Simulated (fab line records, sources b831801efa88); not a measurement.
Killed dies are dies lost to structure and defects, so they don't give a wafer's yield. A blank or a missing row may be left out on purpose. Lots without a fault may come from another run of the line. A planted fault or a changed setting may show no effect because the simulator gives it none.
Which tool did it? | flow sky130 | 13 lots, 39 wafers sampled, at 3 steps of a route of 708

WHAT THE GAUGES READ, wafer by wafer
SKY_SONOS_ONO_THK_MEAS_05. Usual: SONOS_ONO_CVD_04_THK 5.74 nm, standard deviation 0.14.
lot  | measured     | on            | SONOS_ONO_CVD_04_THK (nm) | flag
L409 | day 12 02:40 | film_metro-02 | 5.88 5.96 5.94            |
L410 | day 12 08:46 | film_metro-04 | 5.47 5.40 5.50            |
L411 | day 12 17:05 | film_metro-04 | 5.69 5.55 5.65            |
L412 | day 12 20:01 | film_metro-02 | 5.90 5.89 5.86            |
L413 | day 13 06:43 | film_metro-02 | 5.83 5.73 5.76            |
L414 | day 13 16:44 | film_metro-04 | 5.65 5.77 5.75            |
L415 | day 13 23:28 | film_metro-01 | 5.66 5.54 5.57            |
L417 | day 14 17:24 | film_metro-01 | 5.62 5.49 5.66            |
L418 | day 15 02:05 | film_metro-02 | 5.65 5.63 5.64            |
L419 | day 15 05:26 | film_metro-01 | 5.72 5.70 5.72            |
L426 | day 17 23:15 | film_metro-01 | 6.19 6.28 6.34            | OFF
L427 | day 18 05:44 | film_metro-02 | 6.28 6.32 6.32            | OFF
L428 | day 18 20:58 | film_metro-02 | 5.93 5.96 5.83            |

SKY_VIA1_CD_MEAS_12: target cd 150 nm. Usual: cd_nm 149.8 nm, standard deviation 1.8.
lot  | measured     | on        | cd_nm (nm)        | flag
L409 | day 34 09:30 | cd_sem-01 | 149.1 148.4 148.1 |
L410 | day 34 19:22 | cd_sem-01 | 151.7 151.1 150.9 |
L411 | day 35 08:20 | cd_sem-01 | 152.2 151.0 151.9 |
L412 | day 35 04:08 | cd_sem-02 | 151.7 149.4 148.7 |
L413 | day 36 00:40 | cd_sem-02 | 147.5 147.7 149.2 |
L414 | day 36 02:24 | cd_sem-02 | 149.8 149.4 152.0 |
L415 | day 36 13:06 | cd_sem-02 | 149.5 151.2 149.3 |
L417 | day 36 20:35 | cd_sem-02 | 149.6 150.9 150.2 |
L418 | day 37 15:31 | cd_sem-01 | 153.6 152.0 152.5 |
L419 | day 37 15:44 | cd_sem-01 | 150.2 150.1 149.9 |
L426 | day 40 00:38 | cd_sem-01 | 150.7 149.8 151.1 |
L427 | day 40 08:38 | cd_sem-01 | 147.8 147.5 148.1 |
L428 | day 40 18:14 | cd_sem-01 | 148.5 148.7 147.4 |

WHICH TOOL RAN EACH LOT (tool, then ch and the chambers of the sampled wafers, then the start)
lot  | SKY_SONOS_ONO_CVD_04
L409 | lpcvd-03 ch 1, day 12 01:25
L410 | lpcvd-03 ch 0, day 12 07:31
L411 | lpcvd-03 ch 0, day 12 15:50
L412 | lpcvd-03 ch 1, day 12 18:46
L413 | lpcvd-03 ch 1, day 13 05:28
L414 | lpcvd-03 ch 1, day 13 15:29
L415 | lpcvd-03 ch 1, day 13 21:35
L417 | lpcvd-03 ch 1, day 14 16:09
L418 | lpcvd-03 ch 0, day 15 00:50
L419 | lpcvd-03 ch 1, day 15 04:10
L426 | lpcvd-03 ch 0, day 17 22:00
L427 | lpcvd-03 ch 0, day 18 04:28
L428 | lpcvd-03 ch 1, day 18 19:43
- SKY_SONOS_ONO_CVD_04: deposits SiO2 from SiH4/N2O, target thk 5.7199 nm.

WHAT THE TOOLS THEMSELVES READ (means of the sampled wafers that have a number; where no wafer has one, the mark that the record gives instead)
The record holds no such reading with a usual standard deviation.

THE ANSWER, worked out from the rows above alone
Rule: a lot is off if the mean of its wafers that have a number lies more than 3 standard deviations from the usual mean. A lot without any number at a reading at which 4 lots or more have one is off too. The other lots that the step has rows for count as sound. The gauges are gone through in route order, then the tools' own readings, and for those a lot's mean is taken as printed above. The first step at which some lot is off is used, and at that step the reading that is off furthest; a lot without a number counts as furthest.
Off: L426, L427, at SKY_SONOS_ONO_THK_MEAS_05 (SONOS_ONO_CVD_04_THK).
A tool fits if, at a process step before that reading, it ran every lot that is off, and no sound lot after the first of them. The gauges at SKY_SONOS_ONO_THK_MEAS_05 are tried like those tools. None of those tried fits.

WHAT THE SIMULATOR HAD PUT IN
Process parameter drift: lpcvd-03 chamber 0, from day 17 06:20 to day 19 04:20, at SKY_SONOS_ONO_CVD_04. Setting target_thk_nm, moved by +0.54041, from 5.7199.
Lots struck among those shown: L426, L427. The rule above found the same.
